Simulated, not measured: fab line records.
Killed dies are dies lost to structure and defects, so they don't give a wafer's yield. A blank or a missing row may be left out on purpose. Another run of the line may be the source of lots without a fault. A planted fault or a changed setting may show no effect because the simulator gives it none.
fab line records	flow sfq-line
record: lots: 6	wafers: 18	last-day: 83
route steps=325 shown I6@270 M7@281 I7@296 M8@311
lots with no fault: from the same line, run without faults
start-h: hours from the record's opening day to when the first of the lot's shown wafers began	wait-h: hours from the lot's prior step to this one	" identical to the entry in the row above	L1.1+2: a single row standing in for several wafers	- no value, or no start was given	* or withheld: withheld	< > ~ a bound
route shown NAME@n: a module of which the file shows steps, and the number in the route of the first	usual: mean and standard deviation over wafers with no fault	same: alike in all rows	chamber/n: place in a boat	sites: per-site readings	_std_site: how widely they spread, as a standard deviation	_edge_site: outer sites' mean less inner sites'	radius-mm: how far each site lies from the wafer's centre	mask NAME#n: copy n	behind: tool/chamber where the wafer was last shaped	hold: what put the lot on hold/how long, in hours/how the hold closed	device: transistor that didn't switch, given as n, p or np	end of line: the route-end tests of the same wafers	step lacking rows: just its recipe	killed: not the wafer's yield, but the dies lost to structure and defects at the first sort	map: per-die view of a wafer (x killed, . not killed, _ where there is no die)
set.NAME: the run value of the setting; set.NAME@STEP: its run value at that earlier step	model.NAME: the simulator's own value behind a step, which no gauge read
lots seen at some steps along the route; tables by step, rows by wafer
services: when a tool's chamber went out of use (start-h, in hours from the record's first day, below 0 if earlier), for how many hours, and the reason
== steps ==
step: SFQ_TRILAYER_I6_VIA_LITHO_COAT_174
recipe: resist: BARC	spin-rpm: 3000	resist-thk-nm: 62
step: SFQ_TRILAYER_I6_VIA_LITHO_COAT_169
recipe: resist: KrF	spin-rpm: 3020	resist-thk-nm: 650
step: SFQ_TRILAYER_I6_VIA_LITHO_SOFTBAKE_173
recipe: temp-c: withheld	time-s: withheld	resist: KrF
step: SFQ_TRILAYER_I6_VIA_LITHO_EXPOSE_170
recipe: mask-id: I6	na: 0.6	source-shape: conventional	sigma-outer: 0.65	target-cd-nm: 700	dose-mj: 21.3
step: SFQ_TRILAYER_I6_VIA_LITHO_PEB_172
recipe: peb-temp-c: 115	peb-time-s: 60	resist: KrF
step: SFQ_TRILAYER_I6_VIA_LITHO_DEVELOP_171
recipe: time-s: 60	resist: KrF
step: SFQ_I6_OVL_MEAS_942
usual: I6_OVL: 2/5.9
lot.wafer	tool	chamber	start-h	wait-h	I6_OVL[nm]
L378.1	overlay-01	-	1612.44	0.1	-4
L378.2	"	-	"	"	-3
L378.6	"	-	"	"	-4
L379.2	overlay-02	-	1622.05	0.1	2
L379.5	"	-	"	"	12
L379.6	"	-	"	"	0
L384.3	overlay-01	-	1672.13	0.1	4
L384.5	"	-	"	"	3
L384.6	"	-	"	"	8
L385.3	overlay-01	-	1690.71	0.1	5
L385.4	"	-	"	"	11
L385.5	"	-	"	"	6
L391.1	overlay-01	-	1871.49	0.1	-1
L391.3	"	-	"	"	-5
L391.5	"	-	"	"	-11
L397.1	overlay-02	-	1897.05	0.1	-11
L397.3	"	-	"	"	-1
L397.6	"	-	"	"	-7
step: SFQ_TRILAYER_I6_VIA_BARC_OPEN_VIA_ETCH_235
recipe: mask-material: PR	chemistry: O2	target-depth-nm: 125	target: BARC	source-w: 500	bias-w: 80	pressure-mtorr: 30	time-s: 41.7
step: SFQ_TRILAYER_I6_VIA_ETCH_VIA_ETCH_172
recipe: target: SiO2	stop-on: Nb	mask-material: PR	taper-deg: 20	chemistry: CHF3	target-depth-nm: 260	source-w: 500	bias-w: 80	pressure-mtorr: 30	time-s: withheld
step: SFQ_TRILAYER_I6_VIA_STRIP_STRIP_173
recipe: gas: O2	power-w: 200	platen-temp-c: 40	overash-fraction: 0.65	chemistry: O2	pressure-mtorr: 50
step: SFQ_TRILAYER_I6_VIA_STRIP_SOLV_CLEAN_174
recipe: chemistry: NMP	temp-c: 70	time-s: 600
step: SFQ_TRILAYER_M7_DEP_PRE_CLEAN_176
recipe: gas: Ar	time-s: 22.5	bias-v: 250
step: SFQ_TRILAYER_M7_DEP_SPUTTER_175
recipe: material: Nb	base-pressure-pa: 1.33e-06	chamber-pressure-pa: 0.1333	substrate-temp-c: 20	target-thk-nm: 200	power-w: 2000	time-s: 133.3
usual: cathode-dc-power-W: 1999.9/0.34	throttle-valve-pct: 29.9/0.92
lot.wafer	tool	chamber	start-h	wait-h	cathode-dc-power-W	throttle-valve-pct	model.Nb_of_TRILAYER_M7_DEP_SPUTTER_175.thk-nm
L378.1	pvd-sputter-03	-	1613.43	0.0	1999.9	28.8	198.8
L378.2	"	-	"	"	1999.6	29.9	199.3
L378.6	"	-	"	"	1999.9	28.7	199.3
L379.2	pvd-sputter-05	-	1623.03	0.0	1999.2	30.5	197.7
L379.5	"	-	"	"	1999.8	30.5	198
L379.6	"	-	"	"	2000.3	30.4	199.1
L384.3	pvd-sputter-05	-	1673.72	0.0	2156.0	30.1	213.1
L384.5	"	-	"	"	2155.5	30.1	214.1
L384.6	"	-	"	"	2155.2	28.2	214.9
L385.3	pvd-sputter-05	-	1691.69	0.0	2156.1	28.5	214.8
L385.4	"	-	"	"	2155.8	30.3	213.8
L385.5	"	-	"	"	2155.8	30.2	215.4
L391.1	pvd-sputter-04	-	1872.48	0.0	1999.2	30.8	199.9
L391.3	"	-	"	"	2000.2	30.8	200.1
L391.5	"	-	"	"	2000.1	30.8	199.1
L397.1	pvd-sputter-04	-	1898.04	0.0	1999.8	28.4	201.1
L397.3	"	-	"	"	2000.2	30.4	200.5
L397.6	"	-	"	"	2000.3	30.7	198.4
step: SFQ_M7_RS_MEAS_943
recipe: thk-meas-gauge: four-point-probe	reads: Nb_of_TRILAYER_M7_DEP_SPUTTER_175
usual: M7_NB_RS: 0.894/0.0075
lot.wafer	tool	chamber	start-h	wait-h	M7_NB_RS[ohm/sq]
L378.1	film-metro-01	-	1613.52	0.0	0.897
L378.2	"	-	"	"	0.895
L378.6	"	-	"	"	0.893
L379.2	film-metro-03	-	1623.14	0.1	0.897
L379.5	"	-	"	"	0.897
L379.6	"	-	"	"	0.893
L384.3	film-metro-02	-	1673.86	0.1	0.834
L384.5	"	-	"	"	0.829
L384.6	"	-	"	"	0.827
L385.3	film-metro-01	-	1691.82	0.1	0.830
L385.4	"	-	"	"	0.835
L385.5	"	-	"	"	0.828
L391.1	film-metro-01	-	1872.58	0.0	0.889
L391.3	"	-	"	"	0.892
L391.5	"	-	"	"	0.893
L397.1	film-metro-03	-	1898.13	0.0	0.884
L397.3	"	-	"	"	0.886
L397.6	"	-	"	"	0.896
step: SFQ_TRILAYER_M7_LITHO_COAT_182
recipe: resist: BARC	spin-rpm: 3059	resist-thk-nm: 62
step: SFQ_TRILAYER_M7_LITHO_COAT_177
recipe: resist: KrF	spin-rpm: 3000	resist-thk-nm: 600
step: SFQ_TRILAYER_M7_LITHO_SOFTBAKE_181
recipe: temp-c: withheld	time-s: withheld	resist: KrF
step: SFQ_TRILAYER_M7_LITHO_EXPOSE_178
recipe: mask-id: M7	na: 0.6	source-shape: conventional	sigma-outer: 0.65	target-cd-nm: 500	dose-mj: 14.4
step: SFQ_TRILAYER_M7_LITHO_PEB_180
recipe: peb-temp-c: 115	peb-time-s: 60	resist: KrF
step: SFQ_TRILAYER_M7_LITHO_DEVELOP_179
recipe: time-s: 60	resist: KrF
step: SFQ_M7_OVL_MEAS_945
usual: M7_OVL: -1/6.6
lot.wafer	tool	chamber	start-h	wait-h	M7_OVL[nm]
L378.1	overlay-01	-	1617.15	0.1	5
L378.2	"	-	"	"	3
L378.6	"	-	"	"	5
L379.2	overlay-01	-	1625.56	0.1	1
L379.5	"	-	"	"	5
L379.6	"	-	"	"	9
L384.3	overlay-01	-	1676.26	0.1	4
L384.5	"	-	"	"	2
L384.6	"	-	"	"	0
L385.3	overlay-02	-	1694.91	0.1	-1
L385.4	"	-	"	"	1
L385.5	"	-	"	"	4
L391.1	overlay-02	-	1876.21	0.1	-5
L391.3	"	-	"	"	-2
L391.5	"	-	"	"	-2
L397.1	overlay-02	-	1903.99	0.1	-1
L397.3	"	-	"	"	-4
L397.6	"	-	"	"	-1
step: SFQ_TRILAYER_M7_BARC_OPEN_METAL_ETCH_229
recipe: mask-material: PR	chemistry: O2	target-depth-nm: 125	target: BARC	icp-w: 600	bias-w: 80	pressure-mtorr: 10	time-s: 41.7
usual: bias-w: 80.01/0.24	drypump-motor-current-A: 5.34/0.26	oes-product-au: 0.682/0.0044
lot.wafer	tool	chamber	start-h	wait-h	bias-w	drypump-motor-current-A	oes-product-au	rf-hours-counter-h
L378.1	rie-metal-02	0	1617.19	0.0	79.72	5.28	0.681	109
L378.2	"	1	"	"	79.80	5.29	0.687	6
L378.6	"	0	"	"	79.76	5.31	0.687	-
L379.2	rie-metal-01	1	1625.59	0.0	80.07	5.62	0.677	108
L379.5	"	1	"	"	80.15	5.63	0.687	-
L379.6	"	0	"	"	80.55	5.25	0.680	-
L384.3	rie-metal-03	0	1676.30	0.0	80.19	4.76	0.687	-
L384.5	"	0	"	"	80.34	4.76	0.686	-
L384.6	"	1	"	"	80.42	5.74	0.686	-
L385.3	rie-metal-03	0	1694.95	0.0	80.14	4.75	0.681	-
L385.4	"	1	"	"	79.86	5.76	0.683	-
L385.5	"	0	"	"	80.11	4.75	0.687	-
L391.1	rie-metal-01	1	1876.24	0.0	79.78	5.61	0.677	6
L391.3	"	0	"	"	79.87	5.20	0.686	-
L391.5	"	1	"	"	80.01	5.61	0.683	-
L397.1	rie-metal-01	0	1904.03	0.0	80.51	5.19	0.685	25
L397.3	"	0	"	"	80.30	5.21	0.678	-
L397.6	"	0	"	"	80.05	5.20	0.680	-
step: SFQ_TRILAYER_M7_ETCH_METAL_ETCH_180
recipe: target: Nb	stop-on: SiO2	mask-material: PR	chemistry: Cl2/Ar	target-depth-nm: 240	icp-w: 600	bias-w: 80	pressure-mtorr: 10	time-s: 120
usual: bias-w: 79.97/0.23	drypump-motor-current-A: 5.33/0.26	oes-product-au: 0.892/0.0066
lot.wafer	tool	chamber	start-h	wait-h	bias-w	drypump-motor-current-A	oes-product-au	rf-hours-counter-h
L378.1	rie-metal-02	0	1617.25	0.0	79.97	5.30	0.887	109
L378.2	"	1	"	"	79.99	5.25	0.886	6
L378.6	"	0	"	"	79.82	5.30	0.895	-
L379.2	rie-metal-01	1	1625.65	0.0	79.88	5.60	0.880	108
L379.5	"	1	"	"	80.28	5.61	0.886	-
L379.6	"	0	"	"	79.64	5.18	0.888	-
L384.3	rie-metal-03	0	1676.38	0.1	79.98	4.77	0.920	-
L384.5	"	0	"	"	80.00	4.77	0.927	-
L384.6	"	1	"	"	79.92	5.75	0.930	-
L385.3	rie-metal-03	0	1695.04	0.1	79.85	4.76	0.934	-
L385.4	"	1	"	"	79.95	5.75	0.932	-
L385.5	"	0	"	"	79.97	4.75	0.939	-
L391.1	rie-metal-01	1	1876.30	0.0	79.86	5.60	0.892	6
L391.3	"	0	"	"	79.58	5.18	0.898	-
L391.5	"	1	"	"	79.72	5.64	0.895	-
L397.1	rie-metal-01	0	1904.09	0.0	79.31	5.20	0.897	25
L397.3	"	0	"	"	79.66	5.19	0.893	-
L397.6	"	0	"	"	79.54	5.20	0.892	-
step: SFQ_TRILAYER_M7_STRIP_STRIP_181
recipe: gas: O2	power-w: 200	platen-temp-c: 40	overash-fraction: 0.65	chemistry: O2	pressure-mtorr: 50
usual: drypump-motor-current-A: 5.33/0.26	oes-product-au: 1.002/0.0075
lot.wafer	tool	chamber	start-h	wait-h	drypump-motor-current-A	oes-product-au	rf-hours-counter-h
L378.1	rie-metal-02	0	1617.38	0.1	5.30	1.003	109
L378.2	"	1	"	"	5.22	0.998	6
L378.6	"	0	"	"	5.29	1.012	-
L379.2	rie-metal-01	1	1625.78	0.1	5.61	1.015	108
L379.5	"	1	"	"	5.59	1.014	-
L379.6	"	0	"	"	5.21	1.004	-
L384.3	rie-metal-03	0	1676.67	0.2	4.75	0.986	-
L384.5	"	0	"	"	4.77	0.993	-
L384.6	"	1	"	"	5.72	0.998	-
L385.3	rie-metal-03	0	1695.32	0.2	4.76	1.009	-
L385.4	"	1	"	"	5.75	1.018	-
L385.5	"	0	"	"	4.77	1.001	-
L391.1	rie-metal-01	1	1876.43	0.1	5.62	1.006	6
L391.3	"	0	"	"	5.20	0.998	-
L391.5	"	1	"	"	5.62	0.994	-
L397.1	rie-metal-01	0	1904.21	0.1	5.19	0.998	25
L397.3	"	0	"	"	5.19	1.004	-
L397.6	"	0	"	"	5.20	0.997	-
step: SFQ_TRILAYER_M7_STRIP_SOLV_CLEAN_182
recipe: chemistry: NMP	temp-c: 70	time-s: 600
step: SFQ_TRILAYER_I7_DEP_PECVD_183
recipe: material: SiO2	temp-c: 150	time-s: 111.11	pressure-torr: 2.4	rf-w: 183.3	precursor: SiH4/N2O	target-thk-nm: 500
step: SFQ_TRILAYER_I7_CMP_CMP_184
recipe: material: SiO2	down-force-psi: 3	platen-rpm: 60	pad-velocity-m-s: 0.94248
usual: motor-current-A: 9.4/0.68	platen-rpm: 60.00/0.037	time-to-endpoint-s: 219/6.9
lot.wafer	tool	chamber	start-h	wait-h	motor-current-A	platen-rpm	time-to-endpoint-s
L378.2	cmp-01	2	1622.43	4.2	9.7	60.06	223
L378.1	"	1	1623.93	5.7	10.0	59.97	225
L378.6	"	3	1624.93	6.7	10.2	59.98	227
L379.2	cmp-01	3	1631.43	4.8	10.3	60.03	212
L379.6	"	3	1633.43	6.8	10.5	60.07	221
L379.5	"	0	"	"	8.5	59.91	231
L384.3	cmp-02	2	1679.60	2.1	9.0	60.07	209
L384.5	"	2	1681.60	4.1	8.9	60.01	221
L384.6	"	3	"	"	8.7	60.02	229
L385.4	cmp-01	2	1699.25	3.3	9.9	60.01	228
L385.3	"	3	"	"	10.5	60.04	218
L385.5	"	2	1701.25	5.3	9.5	59.97	222
L391.3	cmp-02	2	1878.28	1.0	8.1	60.08	210
L391.1	"	3	"	"	9.1	60.03	222
L391.5	"	1	1879.78	2.5	9.7	59.90	221
L397.1	cmp-01	2	1905.68	0.6	9.4	60.05	205
L397.3	"	3	"	"	11.3	60.05	211
L397.6	"	3	1908.18	3.1	10.7	60.03	219
step: SFQ_I7_BOW_MEAS_946
recipe: mode: bow
usual: I7_BOW: 7/9.6
lot.wafer	tool	chamber	start-h	wait-h	I7_BOW[um]
L378.1	film-metro-02	-	1625.43	1.0	5
L378.2	"	-	"	"	3
L378.6	"	-	"	"	9
L379.2	film-metro-04	-	1634.45	2.5	13
L379.5	"	-	"	"	10
L379.6	"	-	"	"	2
L384.3	film-metro-04	-	1682.64	2.5	4
L384.5	"	-	"	"	-6
L384.6	"	-	"	"	5
L385.3	film-metro-02	-	1701.79	1.5	10
L385.4	"	-	"	"	13
L385.5	"	-	"	"	1
L391.1	film-metro-02	-	1880.28	1.0	2
L391.3	"	-	"	"	-22
L391.5	"	-	"	"	1
L397.1	film-metro-04	-	1908.68	2.5	4
L397.3	"	-	"	"	16
L397.6	"	-	"	"	0
step: SFQ_TRILAYER_I7_METRO_MEASURE_185
usual: thk-nm: 200.6/0.94
lot.wafer	tool	chamber	start-h	wait-h	thk-nm
L378.1	film-metro-02	-	1625.55	0.1	201.5
L378.2	"	-	"	"	203.1
L378.6	"	-	"	"	201.9
L379.2	film-metro-04	-	1634.75	0.3	201.0
L379.5	"	-	"	"	200.6
L379.6	"	-	"	"	201.4
L384.3	film-metro-04	-	1683.12	0.5	200.4
L384.5	"	-	"	"	200.7
L384.6	"	-	"	"	202.3
L385.3	film-metro-02	-	1702.27	0.5	200.3
L385.4	"	-	"	"	200.2
L385.5	"	-	"	"	200.5
L391.1	film-metro-02	-	1880.40	0.1	201.1
L391.3	"	-	"	"	200.8
L391.5	"	-	"	"	201.2
L397.1	film-metro-04	-	1908.80	0.1	199.5
L397.3	"	-	"	"	200.2
L397.6	"	-	"	"	199.8
step: SFQ_TRILAYER_I7_VIA_LITHO_COAT_192
recipe: resist: BARC	spin-rpm: 3051	resist-thk-nm: 62
step: SFQ_TRILAYER_I7_VIA_LITHO_COAT_187
recipe: resist: KrF	spin-rpm: 3000	resist-thk-nm: 650
step: SFQ_TRILAYER_I7_VIA_LITHO_SOFTBAKE_191
recipe: temp-c: withheld	time-s: withheld	resist: KrF
step: SFQ_TRILAYER_I7_VIA_LITHO_EXPOSE_188
recipe: mask-id: I7	na: 0.6	source-shape: conventional	sigma-outer: 0.65	target-cd-nm: 1000	dose-mj: 21.3
step: SFQ_TRILAYER_I7_VIA_LITHO_PEB_190
recipe: peb-temp-c: 115	peb-time-s: 60	resist: KrF
step: SFQ_TRILAYER_I7_VIA_LITHO_DEVELOP_189
recipe: time-s: 60	resist: KrF
step: SFQ_I7_OVL_MEAS_947
usual: I7_OVL: 0/5.6
lot.wafer	tool	chamber	start-h	wait-h	I7_OVL[nm]
L378.1	overlay-01	-	1631.55	0.1	3
L378.2	"	-	"	"	3
L378.6	"	-	"	"	8
L379.2	overlay-01	-	1643.56	0.1	-6
L379.5	"	-	"	"	-9
L379.6	"	-	"	"	-7
L384.3	overlay-01	-	1760.73	0.1	2
L384.5	"	-	"	"	-4
L384.6	"	-	"	"	4
L385.3	overlay-01	-	1773.36	0.1	1
L385.4	"	-	"	"	-8
L385.5	"	-	"	"	-6
L391.1	overlay-01	-	1883.85	0.1	8
L391.3	"	-	"	"	9
L391.5	"	-	"	"	4
L397.1	overlay-01	-	1918.19	0.1	-5
L397.3	"	-	"	"	-11
L397.6	"	-	"	"	-1
step: SFQ_TRILAYER_I7_VIA_BARC_OPEN_VIA_ETCH_260
recipe: mask-material: PR	chemistry: O2	target-depth-nm: 125	target: BARC	source-w: 500	bias-w: 80	pressure-mtorr: 30	time-s: 41.7
step: SFQ_TRILAYER_I7_VIA_ETCH_VIA_ETCH_190
recipe: target: SiO2	stop-on: Nb	mask-material: PR	taper-deg: 20	chemistry: CHF3	target-depth-nm: 260	source-w: 500	bias-w: 80	pressure-mtorr: 30	time-s: withheld
step: SFQ_TRILAYER_I7_VIA_STRIP_STRIP_191
recipe: gas: O2	power-w: 200	platen-temp-c: 40	overash-fraction: 0.65	chemistry: O2	pressure-mtorr: 49.01
usual: drypump-motor-current-A: 5.3/0.35	oes-product-au: 1.005/0.0067
lot.wafer	tool	chamber	start-h	wait-h	drypump-motor-current-A	oes-product-au	rf-hours-counter-h
L378.1	rie-metal-01	1	1631.74	-	5.6	1.002	110
L378.2	"	0	"	"	5.2	1.005	130
L378.6	"	0	"	"	5.2	1.002	-
L379.2	rie-metal-04	1	1643.74	-	5.4	1.000	34
L379.5	"	0	"	"	5.1	1.003	-
L379.6	"	1	"	"	5.5	1.000	-
L384.3	rie-metal-03	1	1761.11	-	5.7	1.005	-
L384.5	"	0	"	"	4.7	0.994	-
L384.6	"	1	"	"	5.8	1.000	-
L385.3	rie-metal-03	1	1773.74	-	5.7	1.007	-
L385.4	"	0	"	"	4.8	1.008	-
L385.5	"	1	"	"	5.7	1.003	-
L391.1	rie-metal-01	1	1884.04	-	5.6	0.997	8
L391.3	"	1	"	"	5.6	1.000	-
L391.5	"	1	"	"	5.6	1.007	-
L397.1	rie-metal-03	0	1918.38	-	4.8	1.018	93
L397.3	"	1	"	"	5.7	1.015	-
L397.6	"	0	"	"	4.8	1.009	-
step: SFQ_TRILAYER_I7_VIA_STRIP_SOLV_CLEAN_192
recipe: chemistry: NMP	temp-c: 70	time-s: 600
step: SFQ_TRILAYER_M8_LITHO_LOR_COAT_197
recipe: resist: lift-off	spin-rpm: 3000
step: SFQ_M8_BOW_MEAS_951
recipe: mode: bow
usual: M8_BOW: 8/9.6
lot.wafer	tool	chamber	start-h	wait-h	M8_BOW[um]	model.etest.m7.ohm-um	model.etest.i6.link-ohm	model.etest.m7.ohm-sq	model.etest.i7.link-ohm
L378.1	film-metro-01	-	1642.28	0.0	4	1.792	1.862	0.8957	1.055
L378.2	"	-	"	"	4	1.786	1.867	0.8932	1.052
L378.6	"	-	"	"	9	1.785	1.864	0.8932	1.053
L379.2	film-metro-04	-	1652.65	0.0	13	1.805	1.88	0.9002	1.062
L379.5	"	-	"	"	11	1.806	1.881	0.8989	1.06
L379.6	"	-	"	"	1	1.796	1.871	0.8942	1.056
L384.3	film-metro-01	-	1776.92	0.0	6	1.674	1.808	0.8352	0.9973
L384.5	"	-	"	"	-4	1.667	1.805	0.8314	0.9941
L384.6	"	-	"	"	7	1.655	1.795	0.8284	0.9905
L385.3	film-metro-01	-	1778.28	0.0	12	1.661	1.815	0.8289	0.9875
L385.4	"	-	"	"	13	1.671	1.812	0.8328	0.9937
L385.5	"	-	"	"	1	1.656	1.8	0.8265	0.9854
L391.1	film-metro-03	-	1953.18	0.0	3	1.777	1.872	0.8906	1.05
L391.3	"	-	"	"	-22	1.769	1.86	0.8896	1.05
L391.5	"	-	"	"	0	1.784	1.872	0.8942	1.055
L397.1	film-metro-03	-	1989.30	0.0	4	1.764	1.865	0.8851	1.049
L397.3	"	-	"	"	16	1.771	1.859	0.8879	1.05
L397.6	"	-	"	"	1	1.792	1.876	0.8972	1.062
== services ==
tool	chamber	start-h	hours	kind
rie-metal-03	0	1597.24	9.7	repair
film-metro-02	-	1633.93	1.4	pm
rie-metal-02	-	1635.51	0.7	repair
rie-metal-01	1	1636.51	52.3	repair
cmp-01	-	1655.06	1.6	repair
cmp-01	-	1668.66	6.4	pm
film-metro-04	-	1674.92	0.8	pm
cmp-01	-	1682.45	16.3	repair
cmp-01	-	1689.69	6.3	repair
film-metro-02	-	1698.16	2.6	repair
rie-metal-02	-	1706.04	2.8	pm
pvd-sputter-05	-	1745.00	0.7	repair
film-metro-04	-	1747.86	0.5	pm
film-metro-04	-	1757.90	7.3	pm
cmp-01	-	1765.78	1.3	repair
cmp-01	-	1771.99	4.0	pm
film-metro-02	-	1778.11	0.9	pm
film-metro-04	-	1785.05	1.1	pm
pvd-sputter-05	-	1810.35	2.1	repair
film-metro-02	-	1814.59	0.6	pm
film-metro-02	-	1837.70	3.3	pm
rie-metal-03	-	1849.91	2.8	pm
film-metro-02	-	1878.93	0.9	pm
rie-metal-03	1	1909.99	4.0	repair
== key ==
first-sign: step: SFQ_TRILAYER_M7_DEP_SPUTTER_175	reading: cathode-dc-power-W	direction: up	sigmas: 99+	usual: 1999.9	struck: 2155.7
effect: step: SFQ_M7_RS_MEAS_943	reading: M7_NB_RS	direction: down	sigmas: 8.4	usual: 0.894	struck: 0.830
effect: step: SFQ_TRILAYER_M7_ETCH_METAL_ETCH_180	reading: oes-product-au	direction: up	sigmas: 5.9	usual: 0.892	struck: 0.930
model-effect: step: SFQ_TRILAYER_M7_DEP_SPUTTER_175	value: Nb_of_TRILAYER_M7_DEP_SPUTTER_175.thk-nm	without: 198.8	struck: 214.3
model-effect: step: SFQ_M8_BOW_MEAS_951	value: etest.m7.ohm-um	without: 1.794	struck: 1.664
met-at SFQ_TRILAYER_M7_DEP_SPUTTER_175
struck-wafers L384.3,L384.5,L384.6,L385.3,L385.4,L385.5
onset-between 1623.03 1673.72
fault: kind: process-parameter-drift	tool: pvd-sputter-05	chamber: -	onset-h: 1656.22	steps: SFQ_TRILAYER_M7_DEP_SPUTTER_175	channel: power-w	offset: 155.77	shape: step	end-h: 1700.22	acts-in: these-recipes-only	stated: 2000
